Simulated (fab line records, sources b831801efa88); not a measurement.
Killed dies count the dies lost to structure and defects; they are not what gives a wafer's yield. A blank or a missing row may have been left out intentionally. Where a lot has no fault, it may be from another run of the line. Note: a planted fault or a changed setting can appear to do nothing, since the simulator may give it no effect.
One fault through the eyes of 2 desks :: flow gf180mcu :: every desk sees just its own numbers, and what lay behind them comes last

FROM THE METROLOGY DESK
What the gauges read for every lot (on any tool): the sampled wafers with a number, averaged. If a lot's mean is further than 4 standard deviations from the usual mean, the lot is out of limits and carries the mark OUT (the distance appears in the brackets). Only the readings that lie furthest out on some lot appear, 7 of the 11 it has.
Columns: A = VT_IMPLANT_02_OVL at GF_VT_IMPLANT_OVL_MEAS_29, usual 0.0 nm; B = VT_IMPLANT_3_TW at GF_VT_IMPLANT_TW_MEAS_32, usual 269.7; C = VT_IMPLANT_03_OVL at GF_VT_IMPLANT_OVL_MEAS_40, usual -0.5 nm; D = VT_IMPLANT_4_TW at GF_VT_IMPLANT_TW_MEAS_43, usual 691; E = NWELL_RS at GF_VT_IMPLANT_RS_MEAS_47, usual 487.7 ohm/sq; F = MVPSD_RS at GF_VT_IMPLANT_RS_MEAS_49, usual 1168 ohm/sq; G = DUAL_GATE_OXIDATION_00_THK at GF_DUAL_GATE_THK_MEAS_03, usual 10.89 nm
lot: L197
first seen here: day 7 02:34
A: 0.6
B: 265.3
C: 2.2
D: 699
E: 487.4
F: 1167
G: 10.95

lot: L199
first seen here: day 7 08:52
A: -0.0
B: 266.4
C: 0.7
D: 684
E: 487.2
F: 1165
G: 11.49

lot: L206
first seen here: day 9 15:55
A: 0.3
B: 266.9
C: -0.8
D: 688
E: 486.9
F: 1162
G: 10.91

lot: L214
first seen here: day 11 21:43
A: -2.0
B: 270.8
C: -1.0
D: 700
E: 487.7
F: 1171
G: 10.57

lot: L216
first seen here: day 12 02:16
A: 1.1
B: 267.6
C: -0.7
D: 694
E: 488.9
F: 1169
G: 10.71
This desk found nothing out of limits on any of the 5 lots.

TOOL OWNER'S DESK, implanter-01
The tool's own readings at GF_VT_IMPLANT_IMPLANT_41, given as means over the sampled wafers that have a number, one for each lot that went through this tool. If a lot's mean is further than 4 standard deviations from the usual mean, the lot is out of limits and carries the mark OUT (the distance appears in the brackets).
Columns: A = dose_ions_cm2 at GF_VT_IMPLANT_IMPLANT_41, usual 1.0131e+12
lot: L199
first seen here: day 8 00:55
A: 1.0113e+12

lot: L206
first seen here: day 10 09:28
A: 1.0134e+12
This desk found nothing out of limits on any of the 2 lots.

ALL TOGETHER
At the metrology desk, nothing out of limits was observed.
The tool owner's desk saw nothing out of limits.

WHAT THE SIMULATOR PUT IN
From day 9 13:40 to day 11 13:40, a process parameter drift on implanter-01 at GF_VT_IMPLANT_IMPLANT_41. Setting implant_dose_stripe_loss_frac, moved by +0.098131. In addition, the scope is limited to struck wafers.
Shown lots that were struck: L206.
